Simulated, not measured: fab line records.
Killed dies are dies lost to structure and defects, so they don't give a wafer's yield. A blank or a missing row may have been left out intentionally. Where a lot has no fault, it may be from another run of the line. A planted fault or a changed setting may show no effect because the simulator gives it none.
fab line records ; flow sky130
record: lots: 12; wafers: 36; lastDay: 50
route steps=708 shown METAL3@565 CAP2M@607 METAL4@629 PAD_OPEN@708
lots untouched by any fault: they come from a run of this same line in which no faults occurred
startH: hours from the record's opening day to when the first of the lot's shown wafers began ; waitH: hours elapsed since this lot's preceding step ; " identical to the entry in the row above ; L1.1+2: a row that stands for several wafers ; - no value, or no start was given ; * or withheld: withheld ; < > ~ a bound
route shown NAME@n: a module of which the file shows steps, and the number in the route of the first ; usual: the fault-free wafers' mean and standard deviation ; same: alike in all rows ; chamber/n: place in a boat ; sites: the reading at each site ; _std_site: how widely they spread, as a standard deviation ; _edge_site: inner sites' mean taken away from outer sites' mean ; radiusMm: how far each site lies from the wafer's centre ; mask NAME#n: copy n ; behind: the tool/chamber that last shaped the wafer ; hold: the reason the lot was held/the length of the hold in hours/how it ended ; device: names the non-switching transistor (n, p or np) ; end of line: tests of these same wafers at the route's end ; for a step that has no rows: nothing shown but its recipe ; killed: dies that structure and defects cost at the first sort, which is not the same as the wafer's yield ; map: dies across one wafer; x = killed, . = not, _ = none there
set.NAME: the setting that was run; set.NAME@STEP: the one run at that earlier step ; model.NAME: the simulator's own value behind a step, which no gauge read
steps of the route over a sample of lots; a table a step, a row a wafer
services: from which hour (startH, from the record's first day; less than 0 if before it) a tool's chamber was out of use, for how many hours, and why
== steps ==
step: SKY_METAL3_DESCUM_15
recipe: chemistry: O2; sourcePowerW: 150; biasPowerW: 0; pressureMtorr: 10; tempC: 40; timeS: 8
usual: drypumpMotorCurrentA: 5.7/0.61; oesProductAu: 0.994/0.012
lot.wafer;tool;chamber;startH;waitH;drypumpMotorCurrentA;oesProductAu;rfHoursCounterH
L306.2;rieMetal-02;1;920.88;0.0;5.3;1.003;19
L306.4;rieMetal-02;0;920.88;0.0;4.7;0.983;-
L306.5;rieMetal-02;0;920.88;0.0;4.7;0.992;-
L311.3;rieMetal-01;1;984.90;0.0;5.6;0.986;-
L311.5;rieMetal-01;0;984.90;0.0;6.4;0.998;-
L311.6;rieMetal-01;1;984.90;0.0;5.6;0.984;-
L312.2;rieMetal-01;1;986.63;0.0;5.6;0.986;11
L312.3;rieMetal-01;0;986.63;0.0;6.5;0.990;-
L312.6;rieMetal-01;1;986.63;0.0;5.6;0.979;-
L313.2;rieMetal-01;0;988.93;0.0;6.4;1.001;4
L313.3;rieMetal-01;0;988.93;0.0;6.5;1.006;-
L313.6;rieMetal-01;0;988.93;0.0;6.5;1.003;-
L317.2;rieMetal-01;1;999.68;0.0;5.5;1.002;13
L317.3;rieMetal-01;0;999.68;0.0;6.5;0.989;-
L317.6;rieMetal-01;1;999.68;0.0;5.5;0.981;-
L316.1;rieMetal-02;1;1008.59;0.0;5.4;0.981;0
L316.3;rieMetal-02;1;1008.59;0.0;5.3;0.981;-
L316.4;rieMetal-02;0;1008.59;0.0;4.8;0.988;-
L321.1;rieMetal-01;0;1034.04;0.0;6.5;0.997;7
L321.5;rieMetal-01;0;1034.04;0.0;6.5;0.988;-
L321.6;rieMetal-01;1;1034.04;0.0;5.6;0.989;-
L322.2;rieMetal-04;0;1037.23;0.0;5.5;1.022;10
L322.4;rieMetal-04;1;1037.23;0.0;6.3;0.998;-
L322.5;rieMetal-04;0;1037.23;0.0;5.5;1.023;-
L323.1;rieMetal-01;0;1038.18;0.0;6.5;0.987;7
L323.2;rieMetal-01;1;1038.18;0.0;5.6;1.003;14
L323.6;rieMetal-01;0;1038.18;0.0;6.5;0.998;-
L324.1;rieMetal-02;1;1041.84;0.0;5.3;0.996;3
L324.5;rieMetal-02;1;1041.84;0.0;5.3;1.000;-
L324.6;rieMetal-02;0;1041.84;0.0;4.7;0.978;-
L325.4;rieMetal-04;1;1059.95;0.0;6.4;1.001;-
L325.5;rieMetal-04;0;1059.95;0.0;5.5;1.023;-
L325.6;rieMetal-04;1;1059.95;0.0;6.3;0.998;-
L327.4;rieMetal-04;1;1064.75;0.0;6.3;0.988;-
L327.5;rieMetal-04;0;1064.75;0.0;5.5;1.026;-
L327.6;rieMetal-04;1;1064.75;0.0;6.3;0.998;-
step: SKY_CAP2M_THK_MEAS_04
recipe: thkMeasGauge: xrf; reads: TiN_of_CAP2M_SPUTTER_02
usual: CAP2M_TIN_THK: 199.3/2.5
lot.wafer;tool;chamber;startH;waitH;CAP2M_TIN_THK[nm]
L306.2;filmMetro-03;-;949.46;0.1;197.5
L306.4;filmMetro-03;-;949.46;0.1;197.5
L306.5;filmMetro-03;-;949.46;0.1;197.1
L311.3;filmMetro-04;-;1012.42;0.1;203.1
L311.5;filmMetro-04;-;1012.42;0.1;201.3
L311.6;filmMetro-04;-;1012.42;0.1;201.5
L312.2;filmMetro-04;-;1014.48;0.1;201.2
L312.3;filmMetro-04;-;1014.48;0.1;201.5
L312.6;filmMetro-04;-;1014.48;0.1;200.5
L313.2;filmMetro-04;-;1016.45;0.1;202.6
L313.3;filmMetro-04;-;1016.45;0.1;200.3
L313.6;filmMetro-04;-;1016.45;0.1;202.8
L317.2;filmMetro-03;-;1026.47;0.1;200.2
L317.3;filmMetro-03;-;1026.47;0.1;199.6
L317.6;filmMetro-03;-;1026.47;0.1;199.8
L316.1;filmMetro-03;-;1035.52;0.1;198.9
L316.3;filmMetro-03;-;1035.52;0.1;201.0
L316.4;filmMetro-03;-;1035.52;0.1;197.7
L321.1;filmMetro-01;-;1060.63;0.1;196.3
L321.5;filmMetro-01;-;1060.63;0.1;194.5
L321.6;filmMetro-01;-;1060.63;0.1;195.1
L322.2;filmMetro-03;-;1063.47;0.1;200.2
L322.4;filmMetro-03;-;1063.47;0.1;197.0
L322.5;filmMetro-03;-;1063.47;0.1;200.6
L323.1;filmMetro-03;-;1064.12;0.1;199.4
L323.2;filmMetro-03;-;1064.12;0.1;202.4
L323.6;filmMetro-03;-;1064.12;0.1;201.9
L324.1;filmMetro-01;-;1070.00;0.1;202.8
L324.5;filmMetro-01;-;1070.00;0.1;202.1
L324.6;filmMetro-01;-;1070.00;0.1;205.0
L325.4;filmMetro-03;-;1087.00;0.1;197.2
L325.5;filmMetro-03;-;1087.00;0.1;195.4
L325.6;filmMetro-03;-;1087.00;0.1;199.2
L327.4;filmMetro-01;-;1091.70;0.1;201.8
L327.5;filmMetro-01;-;1091.70;0.1;203.2
L327.6;filmMetro-01;-;1091.70;0.1;201.0
step: SKY_CAP2M_EXPOSE_09
recipe: maskId: CAP2M; na: 0.6; sourceShape: conventional; sigmaOuter: 0.6; polarization: unpolarized; targetCdNm: 1000; doseMj: 159
lot.wafer;tool;chamber;startH;waitH;mask
L306.2+4+5;ilineStepper-02;0;961.20;-;CAP2M#0
L311.3+5+6;ilineStepper-01;0;1024.12;-;CAP2M#0
L312.2+3+6;ilineStepper-01;0;1026.25;-;CAP2M#0
L313.2+3+6;ilineStepper-01;0;1028.61;-;CAP2M#0
L317.2+3+6;ilineStepper-01;0;1038.20;-;CAP2M#0
L316.1+3+4;ilineStepper-01;0;1046.43;-;CAP2M#0
L321.1+5+6;ilineStepper-02;0;1071.90;-;CAP2M#0
L322.2+4+5;ilineStepper-02;0;1074.70;-;CAP2M#0
L323.1+2+6;ilineStepper-02;0;1075.39;-;CAP2M#0
L324.1+5+6;ilineStepper-02;0;1080.53;-;CAP2M#0
L325.4+5+6;ilineStepper-02;0;1097.64;-;CAP2M#0
L327.4+5+6;ilineStepper-02;0;1102.41;-;CAP2M#0
step: SKY_CAP2M_OVL_MEAS_12
usual: CAP2M_OVL: -0.9/1.4
lot.wafer;tool;chamber;startH;waitH;CAP2M_OVL[nm]
L306.2;overlay-02;-;972.89;0.1;0.4
L306.4;overlay-02;-;972.89;0.1;-0.4
L306.5;overlay-02;-;972.89;0.1;0.1
L311.3;overlay-01;-;1035.20;0.1;0.9
L311.5;overlay-01;-;1035.20;0.1;-0.4
L311.6;overlay-01;-;1035.20;0.1;-0.4
L312.2;overlay-02;-;1036.73;0.1;-2.4
L312.3;overlay-02;-;1036.73;0.1;-3.4
L312.6;overlay-02;-;1036.73;0.1;-2.1
L313.2;overlay-01;-;1039.08;0.1;244.7
L313.3;overlay-01;-;1039.08;0.1;243.4
L313.6;overlay-01;-;1039.08;0.1;242.3
L317.2;overlay-01;-;1049.74;0.1;244.8
L317.3;overlay-01;-;1049.74;0.1;243.0
L317.6;overlay-01;-;1049.74;0.1;244.5
L316.1;overlay-02;-;1057.48;0.1;244.6
L316.3;overlay-02;-;1057.48;0.1;243.8
L316.4;overlay-02;-;1057.48;0.1;243.6
L321.1;overlay-02;-;1081.94;0.1;-0.8
L321.5;overlay-02;-;1081.94;0.1;-1.2
L321.6;overlay-02;-;1081.94;0.1;-1.1
L322.2;overlay-02;-;1084.29;0.1;0.2
L322.4;overlay-02;-;1084.29;0.1;0.7
L322.5;overlay-02;-;1084.29;0.1;-0.3
L323.1;overlay-02;-;1084.83;0.1;1.5
L323.2;overlay-02;-;1084.83;0.1;1.4
L323.6;overlay-02;-;1084.83;0.1;1.9
L324.1;overlay-02;-;1090.18;0.1;-1.1
L324.5;overlay-02;-;1090.18;0.1;-3.1
L324.6;overlay-02;-;1090.18;0.1;-1.6
L325.4;overlay-02;-;1106.91;0.1;-1.6
L325.5;overlay-02;-;1106.91;0.1;-2.0
L325.6;overlay-02;-;1106.91;0.1;0.3
L327.4;overlay-02;-;1110.84;0.1;0.7
L327.5;overlay-02;-;1110.84;0.1;1.4
L327.6;overlay-02;-;1110.84;0.1;1.4
step: SKY_METAL4_CD_MEAS_13
recipe: targetCdNm: 300
usual: cdNm: 299.6/1.3
lot.wafer;tool;chamber;startH;waitH;cdNm
L306.2;cdSem-02;-;997.85;-;299.4
L306.4;cdSem-02;-;997.85;-;298.4
L306.5;cdSem-02;-;997.85;-;299.1
L311.3;cdSem-01;-;1057.87;-;300.5
L311.5;cdSem-01;-;1057.87;-;301.2
L311.6;cdSem-01;-;1057.87;-;299.1
L312.2;cdSem-01;-;1059.45;-;301.2
L312.3;cdSem-01;-;1059.45;-;299.9
L312.6;cdSem-01;-;1059.45;-;299.7
L313.2;cdSem-01;-;1061.90;-;301.0
L313.3;cdSem-01;-;1061.90;-;299.8
L313.6;cdSem-01;-;1061.90;-;299.3
L317.2;cdSem-02;-;1072.05;-;299.6
L317.3;cdSem-02;-;1072.05;-;301.7
L317.6;cdSem-02;-;1072.05;-;300.1
L316.1;cdSem-01;-;1079.28;-;299.8
L316.3;cdSem-01;-;1079.28;-;299.8
L316.4;cdSem-01;-;1079.28;-;301.1
L321.1;cdSem-02;-;1103.38;-;299.7
L321.5;cdSem-02;-;1103.38;-;299.0
L321.6;cdSem-02;-;1103.38;-;300.5
L322.2;cdSem-02;-;1104.74;-;300.8
L322.4;cdSem-02;-;1104.74;-;299.0
L322.5;cdSem-02;-;1104.74;-;300.6
L323.1;cdSem-02;-;1106.13;-;300.4
L323.2;cdSem-02;-;1106.13;-;300.5
L323.6;cdSem-02;-;1106.13;-;301.2
L324.1;cdSem-02;-;1110.53;-;300.4
L324.5;cdSem-02;-;1110.53;-;299.9
L324.6;cdSem-02;-;1110.53;-;299.8
L325.4;cdSem-02;-;1127.32;-;300.8
L325.5;cdSem-02;-;1127.32;-;301.0
L325.6;cdSem-02;-;1127.32;-;301.8
L327.4;cdSem-02;-;1131.43;-;298.6
L327.5;cdSem-02;-;1131.43;-;297.9
L327.6;cdSem-02;-;1131.43;-;299.5
step: SKY_PAD_OPEN_PROBE_99
usual: defectLimitedYield: 82.6/2; killed_at_M0_to_M3: 42/6.2; killed_at_M4_up: 3.0/1.8; killedAtContacts: 25/5.9; killedAtFrontEnd: 15/4.5; killedAtOther: 0.2/0.45; killedDies: 85/9.9; killedOnRim: 17/3.5; killedOpen: 47/6.7; killedShort: 39/6.4; sort_bin_3_pad_short: 0.9/0.41; sort_bin_5_function: 10.2/1.4; sort_bin_6_memory: 6.3/1.1; sortNPass: 407/9.9; sortYieldPct: 82.6/2
same: grossDies: 492; killedAtBackSide: 0; sort_bin_4_leakage[%]: 0; sort_bin_8_speed[%]: 0
lot.wafer;tool;chamber;startH;waitH;defectLimitedYield[%];killed_at_M0_to_M3;killed_at_M4_up;killedAtContacts;killedAtFrontEnd;killedAtOther;killedDies;killedOnRim;killedOpen;killedShort;sort_bin_3_pad_short[%];sort_bin_5_function[%];sort_bin_6_memory[%];sortNPass;sortYieldPct[%]
L306.2;prober-01;-;1095.11;0.1;81.9;43;4;27;15;0;89;14;52;37;1.0;10.4;6.7;403;81.9
L306.4;prober-01;-;1095.21;0.2;84.6;35;4;20;17;0;76;12;41;35;1.0;8.1;6.3;416;84.6
L306.5;prober-01;-;1095.26;0.2;82.5;45;2;17;21;1;86;13;45;41;1.2;10.4;5.9;406;82.5
L312.2;prober-01;-;1148.89;0.1;85.2;40;2;13;17;1;73;13;33;40;1.0;9.1;4.7;419;85.2
L312.3;prober-01;-;1148.94;0.2;82.9;46;3;23;11;1;84;16;46;38;0.8;10.8;5.5;408;82.9
L312.6;prober-01;-;1149.09;0.2;83.3;46;3;23;10;0;82;16;42;40;0.8;10.0;5.9;410;83.3
L313.2;prober-02;-;1150.39;0.1;0;40;3;30;21;398;492;96;46;48;42.9;50.0;7.1;0;0
L313.3;prober-02;-;1150.44;0.2;0;51;2;30;15;394;492;96;50;48;42.3;49.6;8.1;0;0
L313.6;prober-02;-;1150.59;0.2;0;53;1;30;14;394;492;96;50;48;38.6;52.4;8.9;0;0
L317.2;prober-01;-;1157.40;0.1;0;51;1;26;13;401;492;96;62;29;40.4;53.3;6.3;0;0
L317.3;prober-01;-;1157.45;0.2;0;40;2;24;11;415;492;96;47;30;41.1;54.5;4.5;0;0
L317.6;prober-01;-;1157.60;0.2;0;34;0;28;15;415;492;96;46;31;43.1;50.8;6.1;0;0
L316.1;prober-02;-;1167.06;0.1;0;30;2;16;18;426;492;96;39;27;40.9;54.3;4.9;0;0
L316.3;prober-02;-;1167.16;0.2;0;35;1;29;18;409;492;96;51;32;40.2;54.1;5.7;0;0
L316.4;prober-02;-;1167.21;0.2;0;43;4;21;12;412;492;96;44;36;43.3;51.6;5.1;0;0
L322.2;prober-01;-;1188.26;0.1;83.9;35;7;23;14;0;79;16;33;46;1.0;8.3;6.7;413;83.9
L322.4;prober-01;-;1188.36;0.2;78.7;50;6;29;20;0;105;14;57;48;1.4;14.6;5.3;387;78.7
L322.5;prober-01;-;1188.41;0.2;81.3;47;6;19;20;0;92;21;50;42;1.0;10.4;7.3;400;81.3
L323.1;prober-02;-;1189.65;0.1;81.9;37;8;30;14;0;89;16;45;44;1.2;11.6;5.3;403;81.9
L323.2;prober-02;-;1189.70;0.1;84.3;38;4;21;14;0;77;13;42;35;0.6;9.6;5.5;415;84.3
L323.6;prober-02;-;1189.90;0.2;80.5;51;5;25;15;0;96;20;53;43;1.6;11.4;6.5;396;80.5
L325.4;prober-01;-;1204.73;0.2;81.9;45;2;21;21;0;89;21;46;43;1.4;11.0;5.7;403;81.9
L325.5;prober-01;-;1204.78;0.2;82.9;44;3;22;15;0;84;19;47;37;0.4;9.6;7.1;408;82.9
L325.6;prober-01;-;1204.83;0.2;80.1;49;4;27;18;0;98;20;48;50;1.4;12.0;6.5;394;80.1
killed by level:class
L306.2 LI_CONTACT:geometricParticle:open=12 VIA1:geometricParticle:open=12 CONTACT:geometricParticle:open=7 FIELD_ISO:geometricParticle:short=5 VIA2:geometricParticle:open=5 VIA1:geometricParticle:short=5 VIA3:geometricParticle:open=5 POLY_GATE:geometricParticle:short=4
L306.4 VIA1:geometricParticle:open=10 LI_CONTACT:geometricParticle:open=8 METAL1:geometricParticle:short=7 FIELD_ISO:geometricParticle:short=6 CONTACT:geometricParticle:open=5 FIELD_ISO:geometricParticle:open=4 VIA3:geometricParticle:short=4 POLY_GATE:geometricParticle:open=3
L306.5 VIA1:geometricParticle:open=17 FIELD_ISO:geometricParticle:short=8 VIA1:geometricParticle:short=8 CONTACT:geometricParticle:open=8 FIELD_ISO:geometricParticle:open=6 CONTACT:geometricParticle:short=4 METAL1:geometricParticle:short=4 VIA2:geometricParticle:short=4
L312.2 METAL1:geometricParticle:short=10 FIELD_ISO:geometricParticle:open=5 FIELD_ISO:geometricParticle:short=5 CONTACT:geometricParticle:open=5 VIA1:geometricParticle:open=5 VIA2:geometricParticle:open=5 LI_CONTACT:geometricParticle:open=4 VIA2:geometricParticle:short=4
L312.3 VIA1:geometricParticle:open=10 CONTACT:geometricParticle:open=8 METAL2:geometricParticle:short=8 VIA1:geometricParticle:short=6 FIELD_ISO:geometricParticle:open=5 VIA2:geometricParticle:open=5 METAL1:geometricParticle:short=5 LI_CONTACT:geometricParticle:open=4
L312.6 VIA1:geometricParticle:open=10 VIA3:geometricParticle:open=9 METAL2:geometricParticle:short=7 CONTACT:geometricParticle:short=7 LI_CONTACT:geometricParticle:open=6 METAL1:geometricParticle:short=6 CONTACT:geometricParticle:open=5 VIA2:geometricParticle:open=5
L313.2 CAP2M:overlay=398 VIA1:geometricParticle:open=10 CONTACT:geometricParticle:open=10 LI_CONTACT:geometricParticle:open=7 FIELD_ISO:geometricParticle:short=6 POLY_GATE:geometricParticle:short=6 CONTACT:geometricParticle:short=6 VIA1:geometricParticle:short=5
L313.3 CAP2M:overlay=394 VIA2:geometricParticle:open=11 CONTACT:geometricParticle:open=10 METAL1:geometricParticle:short=10 LI_CONTACT:geometricParticle:open=9 VIA1:geometricParticle:open=8 VIA1:geometricParticle:short=7 POLY_GATE:geometricParticle:short=5
L313.6 CAP2M:overlay=394 VIA1:geometricParticle:open=11 CONTACT:geometricParticle:open=9 LOCAL_INTERCONNECT:geometricParticle:short=7 VIA1:geometricParticle:short=7 METAL3:geometricParticle:short=7 LI_CONTACT:geometricParticle:open=6 METAL1:geometricParticle:short=6
L317.2 CAP2M:overlay=401 VIA3:geometricParticle:open=13 VIA1:geometricParticle:open=11 LI_CONTACT:geometricParticle:open=9 CONTACT:geometricParticle:open=9 VIA2:geometricParticle:open=6 POLY_GATE:geometricParticle:open=6 VIA3:geometricParticle:short=6
L317.3 CAP2M:overlay=415 CONTACT:geometricParticle:open=13 VIA1:geometricParticle:open=11 CONTACT:geometricParticle:short=8 VIA3:geometricParticle:open=6 METAL2:geometricParticle:short=6 VIA2:geometricParticle:open=5 VIA3:geometricParticle:short=4
L317.6 CAP2M:overlay=415 CONTACT:geometricParticle:open=13 LI_CONTACT:geometricParticle:open=6 VIA1:geometricParticle:open=6 VIA2:geometricParticle:open=6 FIELD_ISO:geometricParticle:open=5 VIA3:geometricParticle:open=5 CONTACT:geometricParticle:short=4
L316.1 CAP2M:overlay=426 CONTACT:geometricParticle:open=13 POLY_GATE:geometricParticle:short=8 VIA1:geometricParticle:open=7 METAL1:geometricParticle:short=6 POLY_GATE:geometricParticle:open=4 VIA3:geometricParticle:short=4 VIA2:geometricParticle:open=3
L316.3 CAP2M:overlay=409 VIA1:geometricParticle:open=11 CONTACT:geometricParticle:open=10 LI_CONTACT:geometricParticle:open=8 VIA2:geometricParticle:open=6 CONTACT:geometricParticle:short=5 VIA3:geometricParticle:open=5 FIELD_ISO:geometricParticle:short=4
L316.4 CAP2M:overlay=412 VIA1:geometricParticle:open=9 CONTACT:geometricParticle:open=8 LI_CONTACT:geometricParticle:open=8 VIA1:geometricParticle:short=6 METAL1:geometricParticle:short=6 VIA3:geometricParticle:open=5 VIA2:geometricParticle:open=5
L322.2 METAL1:geometricParticle:short=9 FIELD_ISO:geometricParticle:short=7 VIA1:geometricParticle:open=6 LI_CONTACT:geometricParticle:open=6 CONTACT:geometricParticle:open=6 METAL4:geometricParticle:short=6 LI_CONTACT:geometricParticle:short=5 VIA3:geometricParticle:open=5
L322.4 CONTACT:geometricParticle:open=9 METAL2:geometricParticle:short=9 LI_CONTACT:geometricParticle:open=8 VIA1:geometricParticle:open=8 VIA3:geometricParticle:open=8 VIA2:geometricParticle:open=6 FIELD_ISO:geometricParticle:short=5 METAL4:geometricParticle:short=5
L322.5 VIA1:geometricParticle:open=13 METAL2:geometricParticle:short=9 FIELD_ISO:geometricParticle:short=7 CONTACT:geometricParticle:short=6 CONTACT:geometricParticle:open=6 VIA3:geometricParticle:open=6 METAL1:geometricParticle:short=5 FIELD_ISO:geometricParticle:open=4
L323.1 CONTACT:geometricParticle:open=13 LI_CONTACT:geometricParticle:open=7 VIA1:geometricParticle:open=7 METAL2:geometricParticle:short=7 FIELD_ISO:geometricParticle:short=6 METAL1:geometricParticle:short=6 METAL4:geometricParticle:short=5 VIA2:geometricParticle:open=4
L323.2 VIA1:geometricParticle:open=9 VIA2:geometricParticle:open=6 LOCAL_INTERCONNECT:geometricParticle:short=5 METAL2:geometricParticle:short=5 FIELD_ISO:geometricParticle:open=4 LI_CONTACT:geometricParticle:open=4 CONTACT:geometricParticle:short=4 CONTACT:geometricParticle:open=4
L323.6 VIA1:geometricParticle:open=11 CONTACT:geometricParticle:open=10 VIA3:geometricParticle:open=9 VIA2:geometricParticle:open=8 CONTACT:geometricParticle:short=7 METAL2:geometricParticle:short=6 VIA3:geometricParticle:short=5 FIELD_ISO:geometricParticle:open=4
L325.4 VIA3:geometricParticle:open=9 POLY_GATE:geometricParticle:open=8 CONTACT:geometricParticle:open=8 VIA1:geometricParticle:open=7 VIA2:geometricParticle:open=6 LOCAL_INTERCONNECT:geometricParticle:short=6 METAL2:geometricParticle:short=6 METAL3:geometricParticle:short=5
L325.5 CONTACT:geometricParticle:open=13 VIA1:geometricParticle:open=9 METAL1:geometricParticle:short=9 VIA2:geometricParticle:open=6 VIA1:geometricParticle:short=6 VIA3:geometricParticle:open=6 FIELD_ISO:geometricParticle:short=4 POLY_GATE:geometricParticle:short=4
L325.6 VIA1:geometricParticle:open=11 VIA3:geometricParticle:open=9 CONTACT:geometricParticle:short=8 VIA3:geometricParticle:short=7 CONTACT:geometricParticle:open=7 VIA1:geometricParticle:short=6 FIELD_ISO:geometricParticle:open=5 LI_CONTACT:geometricParticle:open=5
== services ==
tool;chamber;startH;hours;kind
rieMetal-02;-;896.90;2.5;repair
rieMetal-02;1;906.05;13.9;repair
ilineStepper-01;-;910.09;7.9;repair
ilineStepper-02;-;931.13;17.2;repair
rieMetal-04;0;931.60;5.4;repair
rieMetal-02;1;944.44;20.5;repair
rieMetal-01;0;962.19;2.8;repair
rieMetal-02;1;964.90;-;clean
rieMetal-02;1;964.90;31.8;scheduledDown
rieMetal-02;1;964.90;31.8;ventCycle
rieMetal-01;-;972.54;1.4;repair
ilineStepper-01;-;989.65;4.5;repair
rieMetal-02;-;997.25;2.8;pm
ilineStepper-02;-;1002.72;4.4;pm
ilineStepper-02;-;1035.26;5.7;repair
ilineStepper-01;-;1040.99;4.4;pm
rieMetal-02;0;1045.69;-;clean
rieMetal-02;0;1045.69;21.4;scheduledDown
rieMetal-02;0;1045.69;21.4;ventCycle
rieMetal-01;-;1069.96;14.6;pm
ilineStepper-02;-;1085.41;1.7;pm
== key ==
firstSign: step: SKY_CAP2M_OVL_MEAS_12; reading: CAP2M_OVL; direction: up; sigmas: 99+; usual: -0.9; struck: 243.9
effect: step: SKY_PAD_OPEN_PROBE_99; reading: killedAtOther; direction: up; sigmas: 99+; usual: 0.2; struck: 407.1
moreKillsBornAt: SKY_CAP2M_EXPOSE_09@ilineStepper-01: 3664
metAt SKY_CAP2M_EXPOSE_09
struckLots L313,L316,L317
notActingAt SKY_METAL3_DESCUM_15,SKY_CAP2M_THK_MEAS_04,SKY_METAL4_CD_MEAS_13
onsetBetween 1026.25 1028.61
fault: kind: scannerMatchingOverlay; tool: ilineStepper-01; chamber: -; onsetH: 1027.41; steps: SKY_CAP2M_EXPOSE_09; offset: 245.55
